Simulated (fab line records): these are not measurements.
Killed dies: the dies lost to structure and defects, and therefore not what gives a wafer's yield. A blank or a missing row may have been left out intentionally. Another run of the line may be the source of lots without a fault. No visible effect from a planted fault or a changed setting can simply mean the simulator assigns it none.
fab line records | flow gf180mcu
record: lots: 13 | wafers: 39 | last-day: 34
route steps=602 shown MVSD@75 CONTACT@314 V1@337
lots that met no fault: taken from a fault-free run of the same line
start-h: hours from the record's first day to the start of the lot's first wafer shown | wait-h: how many hours have passed since the lot's step before this one | " identical to the entry in the row above | L1.1+2: one row covering several wafers at once | - no value, or no start given | * or withheld: withheld | < > ~ a bound
route shown NAME@n: NAME is a module with steps in the file, n the number in the route of the first one | usual: mean and standard deviation over wafers with no fault | same: alike in all rows | chamber/n: place in a boat | sites: the reading at each site | _std_site: how widely they spread, as a standard deviation | _edge_site: inner sites' mean taken away from outer sites' mean | radius-mm: for every site, how far away it sits from the centre of the wafer | mask NAME#n: copy n | behind: tool/chamber where the wafer was last shaped | hold: the reason the lot was held/the length of the hold in hours/how it ended | device: the transistor (n, p or np) that didn't switch | end of line: at the end of the route, the tests of the same wafers | for a step that has no rows: nothing shown but its recipe | killed: not the wafer's yield, but the dies lost to structure and defects at the first sort | map: the dies of a wafer, with x for killed, . for not killed, _ for no die there
set.NAME: setting as actually run; set.NAME@STEP: the setting as run at that earlier step | model.NAME: the simulator's own value behind a step, which no gauge read
route steps across a sampled set of lots; one table per step, one row per wafer
services: a tool's chamber out of use, with start hour (start-h, from the record's first day; less than 0 if before it), hours out, and reason
== steps ==
step: GF_MVSD_IMPLANT_09
recipe: species: P | energy-kev: 100 | dose-cm2: 5e+12 | tilt-deg: 0
usual: dose-ions-cm2: 5e+12/5.6e+09 | faraday-current-uA: 28.1/0.54
lot.wafer | tool         | chamber | start-h | wait-h | dose-ions-cm2 | faraday-current-uA
L272.1    | implanter-01 | 0       | 82.78   | 0.1    | 5.005e+12     | 27.6
L272.2    | "            | 0       | "       | "      | 5.004e+12     | 27.9
L272.6    | "            | 0       | "       | "      | 5.007e+12     | 28.5
L273.1    | implanter-02 | 0       | 90.88   | 0.1    | 4.998e+12     | 27.6
L273.3    | "            | 0       | "       | "      | 5.012e+12     | 28.8
L273.6    | "            | 0       | "       | "      | 5.007e+12     | 28.3
L274.1    | implanter-03 | 0       | 93.83   | 0.1    | 5.006e+12     | 27.0
L274.3    | "            | 0       | "       | "      | 5e+12         | 27.8
L274.5    | "            | 0       | "       | "      | 4.995e+12     | 28.4
L275.4    | implanter-03 | 0       | 98.64   | 0.1    | 5.005e+12     | 28.8
L275.5    | "            | 0       | "       | "      | 4.991e+12     | 27.6
L275.6    | "            | 0       | "       | "      | 4.995e+12     | 29.4
L276.2    | implanter-02 | 0       | 106.52  | 0.1    | 5.003e+12     | 27.8
L276.3    | "            | 0       | "       | "      | 5.004e+12     | 29.0
L276.4    | "            | 0       | "       | "      | 4.999e+12     | 26.7
L277.1    | implanter-03 | 0       | 112.33  | 0.1    | 5e+12         | 28.3
L277.4    | "            | 0       | "       | "      | 5.008e+12     | 27.5
L277.6    | "            | 0       | "       | "      | 4.999e+12     | 27.9
L278.3    | implanter-03 | 0       | 116.86  | 0.1    | 5e+12         | 27.6
L278.4    | "            | 0       | "       | "      | 4.995e+12     | 28.1
L278.6    | "            | 0       | "       | "      | 4.995e+12     | 27.5
L280.3    | implanter-02 | 0       | 129.71  | 0.1    | 5.002e+12     | 28.2
L280.4    | "            | 0       | "       | "      | 4.996e+12     | 27.8
L280.6    | "            | 0       | "       | "      | 5.004e+12     | 28.6
L281.1    | implanter-02 | 0       | 133.79  | 0.1    | 4.996e+12     | 28.5
L281.5    | "            | 0       | "       | "      | 5.001e+12     | 28.7
L281.6    | "            | 0       | "       | "      | 5e+12         | 28.5
L284.3    | implanter-01 | 0       | 153.44  | 0.1    | 4.992e+12     | 28.3
L284.4    | "            | 0       | "       | "      | 4.987e+12     | 28.6
L284.5    | "            | 0       | "       | "      | 4.993e+12     | 27.6
L287.2    | implanter-02 | 0       | 170.89  | 0.1    | 5.464e+12     | 30.7
L287.3    | "            | 0       | "       | "      | 5.464e+12     | 30.7
L287.5    | "            | 0       | "       | "      | 5.457e+12     | 30.5
L292.1    | implanter-02 | 0       | 198.26  | 0.1    | 5.473e+12     | 30.5
L292.2    | "            | 0       | "       | "      | 5.475e+12     | 30.7
L292.4    | "            | 0       | "       | "      | 5.471e+12     | 30.6
L294.1    | implanter-01 | 0       | 211.48  | 0.1    | 4.995e+12     | 27.6
L294.2    | "            | 0       | "       | "      | 4.999e+12     | 27.7
L294.6    | "            | 0       | "       | "      | 4.996e+12     | 29.3
step: GF_VT_IMPLANT_RS_MEAS_46
recipe: thk-meas-gauge: four-point-probe
usual: MVSD_RS: 457.0/1.2
lot.wafer | tool          | chamber | start-h | wait-h | MVSD_RS[ohm/sq]
L272.1    | film-metro-01 | -       | 157.36  | 0.1    | 457.3
L272.2    | "             | -       | "       | "      | 457.8
L272.6    | "             | -       | "       | "      | 457.8
L273.1    | film-metro-03 | -       | 166.32  | 0.1    | 459.1
L273.3    | "             | -       | "       | "      | 456.6
L273.6    | "             | -       | "       | "      | 457.3
L274.1    | film-metro-02 | -       | 170.82  | 0.1    | 456.9
L274.3    | "             | -       | "       | "      | 456.4
L274.5    | "             | -       | "       | "      | 456.4
L275.4    | film-metro-02 | -       | 176.68  | 0.1    | 458.2
L275.5    | "             | -       | "       | "      | 457.9
L275.6    | "             | -       | "       | "      | 456.3
L276.2    | film-metro-01 | -       | 186.14  | 0.1    | 454.9
L276.3    | "             | -       | "       | "      | 454.4
L276.4    | "             | -       | "       | "      | 455.3
L277.1    | film-metro-03 | -       | 191.85  | 0.1    | 457.4
L277.4    | "             | -       | "       | "      | 457.6
L277.6    | "             | -       | "       | "      | 457.9
L278.3    | film-metro-01 | -       | 197.89  | 0.1    | 458.8
L278.4    | "             | -       | "       | "      | 457.0
L278.6    | "             | -       | "       | "      | 458.1
L280.3    | film-metro-02 | -       | 212.46  | 0.1    | 458.1
L280.4    | "             | -       | "       | "      | 457.9
L280.6    | "             | -       | "       | "      | 458.1
L281.1    | film-metro-02 | -       | 217.42  | 0.1    | 457.2
L281.5    | "             | -       | "       | "      | 457.1
L281.6    | "             | -       | "       | "      | 458.2
L284.3    | film-metro-01 | -       | 239.56  | 0.1    | 455.4
L284.4    | "             | -       | "       | "      | 454.6
L284.5    | "             | -       | "       | "      | 454.3
L287.2    | film-metro-03 | -       | 259.17  | 0.1    | 451.8
L287.3    | "             | -       | "       | "      | 451.3
L287.5    | "             | -       | "       | "      | 450.5
L292.1    | film-metro-01 | -       | 292.30  | 0.1    | 450.2
L292.2    | "             | -       | "       | "      | 451.0
L292.4    | "             | -       | "       | "      | 450.9
L294.1    | film-metro-01 | -       | 305.62  | 0.1    | 456.4
L294.2    | "             | -       | "       | "      | 456.0
L294.6    | "             | -       | "       | "      | 458.2
step: GF_CONTACT_CMP_27
recipe: stop-on: SiO2 | down-force-psi: 3.5 | platen-rpm: 60 | t-overpolish-s: 15 | target-thk-nm: 0 | pad-velocity-m-s: 0.94248
usual: motor-current-A: 10.6/0.63 | overpolish-run-s: 15.000/0.0094 | retaining-ring-pressure-frac: 1.000/0.0046 | time-to-endpoint-s: 70/3.6
lot.wafer | tool   | chamber | start-h | wait-h | motor-current-A | overpolish-run-s | retaining-ring-pressure-frac | time-to-endpoint-s
L272.1    | cmp-01 | 2       | 362.28  | 0.1    | 9.9             | 15.021           | 1.004                        | 73
L272.2    | "      | 3       | "       | "      | 10.7            | 14.998           | 1.001                        | 72
L272.6    | "      | 2       | "       | "      | 9.8             | 15.004           | 1.003                        | 74
L273.1    | cmp-02 | 0       | 374.06  | 0.1    | 10.6            | 15.002           | 1.001                        | 68
L273.3    | "      | 1       | "       | "      | 10.2            | 14.990           | 1.003                        | 78
L273.6    | "      | 2       | "       | "      | 10.2            | 14.998           | 1.000                        | 75
L274.3    | cmp-01 | 3       | 378.93  | 0.1    | 11.0            | 15.001           | 1.000                        | 73
L274.1    | "      | 0       | "       | "      | 11.3            | 14.994           | 0.997                        | 74
L274.5    | "      | 2       | "       | "      | 10.2            | 14.995           | 1.006                        | 73
L275.4    | cmp-02 | 2       | 387.90  | 0.1    | 9.9             | 14.997           | 0.993                        | 76
L275.5    | "      | 0       | "       | "      | 10.1            | 15.007           | 1.001                        | 67
L275.6    | "      | 1       | "       | "      | 10.2            | 14.985           | 0.999                        | 70
L276.2    | cmp-01 | 0       | 403.86  | 0.0    | 11.1            | 14.996           | 0.999                        | 75
L276.4    | "      | 1       | "       | "      | 10.9            | 14.994           | 1.003                        | 75
L276.3    | "      | 2       | "       | "      | 9.5             | 14.998           | 1.000                        | 70
L277.1    | cmp-01 | 2       | 413.08  | 0.1    | 9.8             | 15.005           | 0.995                        | 66
L277.4    | "      | 0       | "       | "      | 10.9            | 14.994           | 1.003                        | 69
L277.6    | "      | 2       | "       | "      | 9.4             | 15.006           | 1.004                        | 65
L278.4    | cmp-01 | 0       | 419.83  | 0.1    | 10.8            | 14.988           | 0.991                        | 68
L278.3    | "      | 1       | "       | "      | 11.0            | 15.015           | 0.997                        | 69
L278.6    | "      | 0       | "       | "      | 11.3            | 14.990           | 0.986                        | 73
L280.4    | cmp-01 | 2       | 439.66  | 0.1    | 9.5             | 14.999           | 1.002                        | 68
L280.3    | "      | 1       | "       | "      | 11.4            | 15.000           | 1.002                        | 70
L280.6    | "      | 3       | "       | "      | 11.0            | 15.009           | 0.994                        | 69
L281.1    | cmp-02 | 0       | 444.82  | 0.1    | 11.1            | 14.994           | 0.998                        | 64
L281.6    | "      | 3       | "       | "      | 10.8            | 14.991           | 0.999                        | 66
L281.5    | "      | 0       | "       | "      | 11.3            | 14.996           | 1.001                        | 62
L284.3    | cmp-01 | 3       | 470.35  | 0.0    | 10.7            | 14.999           | 1.005                        | 72
L284.4    | "      | 1       | "       | "      | 11.0            | 15.013           | 1.002                        | 74
L284.5    | "      | 0       | "       | "      | 11.3            | 14.994           | 1.000                        | 74
L287.2    | cmp-01 | 1       | 495.18  | 0.0    | 10.9            | 14.999           | 0.995                        | 71
L287.3    | "      | 2       | "       | "      | 10.0            | 14.988           | 0.992                        | 69
L287.5    | "      | 1       | "       | "      | 10.9            | 14.998           | 0.997                        | 73
L292.4    | cmp-01 | 2       | 536.21  | 0.0    | 10.1            | 15.017           | 0.997                        | 68
L292.2    | "      | 3       | "       | "      | 10.6            | 14.992           | 1.005                        | 71
L292.1    | "      | 0       | "       | "      | 11.5            | 15.009           | 0.995                        | 74
L294.1    | cmp-01 | 3       | 551.66  | 0.1    | 10.9            | 14.999           | 0.994                        | 70
L294.2    | "      | 0       | "       | "      | 11.2            | 15.008           | 0.992                        | 72
L294.6    | "      | 3       | "       | "      | 9.9             | 15.018           | 0.995                        | 69
step: GF_V1_CVD_02
recipe: material: SiO2 | target-thk-nm: 850 | precursor: TEOS | temp-c: 400 | time-s: 97.47 | rf-w: 600
usual: heater-power-w: 703/130
lot.wafer | tool     | chamber | start-h | wait-h | heater-power-w
L272.1    | pecvd-01 | 0       | 386.71  | 0.1    | 592
L272.2    | "        | 2       | "       | "      | 735
L272.6    | "        | 0       | "       | "      | 629
L273.1    | pecvd-03 | 2       | 398.60  | 0.1    | 525
L273.3    | "        | 0       | "       | "      | 660
L273.6    | "        | 1       | "       | "      | 650
L274.1    | pecvd-01 | 0       | 402.96  | 0.1    | 656
L274.3    | "        | 2       | "       | "      | 720
L274.5    | "        | 1       | "       | "      | 673
L275.4    | pecvd-01 | 1       | 413.64  | 0.1    | 791
L275.5    | "        | 0       | "       | "      | 521
L275.6    | "        | 2       | "       | "      | 669
L276.2    | pecvd-03 | 0       | 428.66  | 0.0    | 697
L276.3    | "        | 0       | "       | "      | 733
L276.4    | "        | 1       | "       | "      | 671
L277.1    | pecvd-02 | 1       | 438.64  | 0.1    | 876
L277.4    | "        | 0       | "       | "      | 734
L277.6    | "        | 2       | "       | "      | 843
L278.3    | pecvd-03 | 2       | 445.05  | 0.0    | 491
L278.4    | "        | 0       | "       | "      | 571
L278.6    | "        | 2       | "       | "      | 525
L280.3    | pecvd-02 | 0       | 465.89  | 0.0    | 892
L280.4    | "        | 2       | "       | "      | 670
L280.6    | "        | 0       | "       | "      | 930
L281.1    | pecvd-02 | 2       | 469.97  | 0.1    | 761
L281.5    | "        | 1       | "       | "      | 892
L281.6    | "        | 0       | "       | "      | 750
L284.3    | pecvd-02 | 2       | 494.30  | 0.0    | 852
L284.4    | "        | 0       | "       | "      | 943
L284.5    | "        | 2       | "       | "      | 676
L287.2    | pecvd-01 | 2       | 520.62  | 0.0    | 707
L287.3    | "        | 1       | "       | "      | 799
L287.5    | "        | 0       | "       | "      | 517
L292.1    | pecvd-03 | 0       | 560.64  | 0.1    | 697
L292.2    | "        | 2       | "       | "      | 522
L292.4    | "        | 0       | "       | "      | 581
L294.1    | pecvd-03 | 2       | 574.88  | 0.1    | 518
L294.2    | "        | 1       | "       | "      | 630
L294.6    | "        | 1       | "       | "      | 681
step: GF_V1_CMP_04
recipe: material: SiO2 | down-force-psi: 4 | platen-rpm: 60 | pad-velocity-m-s: 0.94248
usual: motor-current-A: 11.5/0.67 | retaining-ring-pressure-frac: 1.000/0.0049 | time-to-endpoint-s: 87/6
lot.wafer | tool   | chamber | start-h | wait-h | motor-current-A | retaining-ring-pressure-frac | time-to-endpoint-s
L272.2    | cmp-02 | 0       | 386.84  | 0.0    | 10.7            | 1.002                        | 76
L272.1    | "      | 2       | "       | "      | 11.2            | 1.003                        | 85
L272.6    | "      | 1       | "       | "      | 11.4            | 0.996                        | 85
L273.1    | cmp-02 | 1       | 398.78  | 0.1    | 11.3            | 1.002                        | 84
L273.3    | "      | 2       | "       | "      | 10.4            | 0.996                        | 78
L273.6    | "      | 0       | "       | "      | 11.5            | 1.000                        | 82
L274.1    | cmp-01 | 1       | 403.09  | 0.1    | 13.3            | 1.001                        | 85
L274.3    | "      | 2       | "       | "      | 10.7            | 0.998                        | 87
L274.5    | "      | 2       | "       | "      | 10.4            | 1.005                        | 91
L275.4    | cmp-01 | 3       | 413.83  | 0.0    | 11.3            | 1.002                        | 83
L275.5    | "      | 3       | "       | "      | 11.7            | 0.997                        | 88
L275.6    | "      | 0       | "       | "      | 11.8            | 0.998                        | 86
L276.4    | cmp-02 | 3       | 428.82  | 0.0    | 12.4            | 0.999                        | 83
L276.3    | "      | 1       | "       | "      | 11.7            | 0.993                        | 89
L276.2    | "      | 2       | "       | "      | 11.0            | 1.000                        | 78
L277.1    | cmp-02 | 1       | 438.77  | 0.1    | 11.3            | 1.009                        | 86
L277.4    | "      | 0       | "       | "      | 11.3            | 0.999                        | 83
L277.6    | "      | 1       | "       | "      | 11.1            | 0.996                        | 90
L278.3    | cmp-02 | 2       | 445.37  | 0.2    | 11.0            | 1.000                        | 89
L278.4    | "      | 3       | "       | "      | 11.8            | 1.014                        | 82
L278.6    | "      | 3       | "       | "      | 11.9            | 1.009                        | 85
L280.4    | cmp-01 | 0       | 466.01  | 0.0    | 12.7            | 1.003                        | 92
L280.3    | "      | 3       | "       | "      | 11.4            | 0.999                        | 91
L280.6    | "      | 0       | "       | "      | 12.2            | 0.992                        | 94
L281.1    | cmp-02 | 2       | 470.15  | 0.1    | 10.7            | 0.995                        | 86
L281.6    | "      | 1       | "       | "      | 11.4            | 1.002                        | 86
L281.5    | "      | 2       | "       | "      | 11.2            | 0.996                        | 95
L284.3    | cmp-01 | 1       | 494.48  | 0.1    | 12.7            | 0.993                        | 82
L284.4    | "      | 3       | "       | "      | 12.2            | 0.997                        | 89
L284.5    | "      | 0       | "       | "      | 12.2            | 1.005                        | 94
L287.3    | cmp-02 | 0       | 520.80  | 0.1    | 10.8            | 1.005                        | 75
L287.2    | "      | 2       | "       | "      | 11.3            | 0.997                        | 93
L287.5    | "      | 3       | "       | "      | 12.3            | 0.995                        | 87
L292.2    | cmp-01 | 1       | 560.77  | 0.0    | 11.9            | 1.002                        | 89
L292.4    | "      | 2       | "       | "      | 10.5            | 1.003                        | 86
L292.1    | "      | 0       | "       | "      | 12.0            | 1.000                        | 86
L294.1    | cmp-02 | 2       | 575.01  | 0.1    | 11.4            | 1.000                        | 92
L294.2    | "      | 3       | "       | "      | 12.5            | 0.992                        | 83
L294.6    | "      | 2       | "       | "      | 10.6            | 0.998                        | 91
== services ==
tool   | chamber | start-h | hours | kind
cmp-01 | -       | 64.00   | 4.0   | pm
cmp-01 | -       | 82.21   | 1.3   | repair
cmp-01 | -       | 85.74   | 2.6   | pm
cmp-02 | -       | 94.49   | 1.5   | repair
cmp-01 | -       | 146.25  | 5.4   | pm
cmp-02 | -       | 175.29  | 3.7   | repair
cmp-02 | -       | 204.63  | 3.1   | repair
cmp-01 | -       | 205.56  | 2.8   | repair
cmp-01 | -       | 215.75  | 0.8   | repair
cmp-02 | -       | 216.34  | 1.9   | repair
cmp-02 | -       | 229.75  | 8.5   | repair
cmp-02 | -       | 229.90  | 1.8   | repair
cmp-02 | -       | 248.92  | 4.0   | pm
cmp-01 | -       | 273.63  | 0.5   | repair
cmp-01 | -       | 332.71  | 1.9   | repair
cmp-01 | -       | 334.02  | 2.8   | repair
cmp-01 | -       | 341.59  | 4.9   | repair
cmp-01 | -       | 360.31  | 1.1   | repair
cmp-01 | -       | 385.74  | 2.1   | repair
cmp-01 | -       | 404.16  | 4.0   | pm
cmp-01 | -       | 425.18  | 1.9   | repair
cmp-01 | -       | 444.75  | 2.0   | repair
cmp-01 | -       | 515.25  | 6.2   | pm
cmp-01 | -       | 567.27  | 0.8   | repair
== key ==
first-sign: step: GF_MVSD_IMPLANT_09 | reading: dose-ions-cm2 | direction: up | sigmas: 83 | usual: 5e+12 | struck: 5.467e+12
effect: step: GF_MVSD_IMPLANT_09 | reading: faraday-current-uA | direction: up | sigmas: 4.6 | usual: 28.1 | struck: 30.6
effect: step: GF_VT_IMPLANT_RS_MEAS_46 | reading: MVSD_RS | direction: down | sigmas: 4.8 | usual: 457.0 | struck: 450.9
met-at GF_MVSD_IMPLANT_09
struck-lots L287,L292
tester-left-out L287,L292
not-acting-at GF_CONTACT_CMP_27,GF_V1_CVD_02,GF_V1_CMP_04
onset-between 133.79 170.89
fault: kind: process-parameter-drift | tool: implanter-02 | chamber: - | onset-h: 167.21 | steps: GF_MVSD_IMPLANT_09 | channel: dose-cm2 | offset: 4.646e+11 | shape: step | end-h: 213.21 | acts-in: these-recipes-only | stated: 5e+12
tester-left-out: of these lots the tester's yield and bins aren't shown, on N5 and GAA mostly nor the transistor test; their killed dies are dies lost to structure and defects alone, not to doping, threshold or leakage, so they don't give the yield
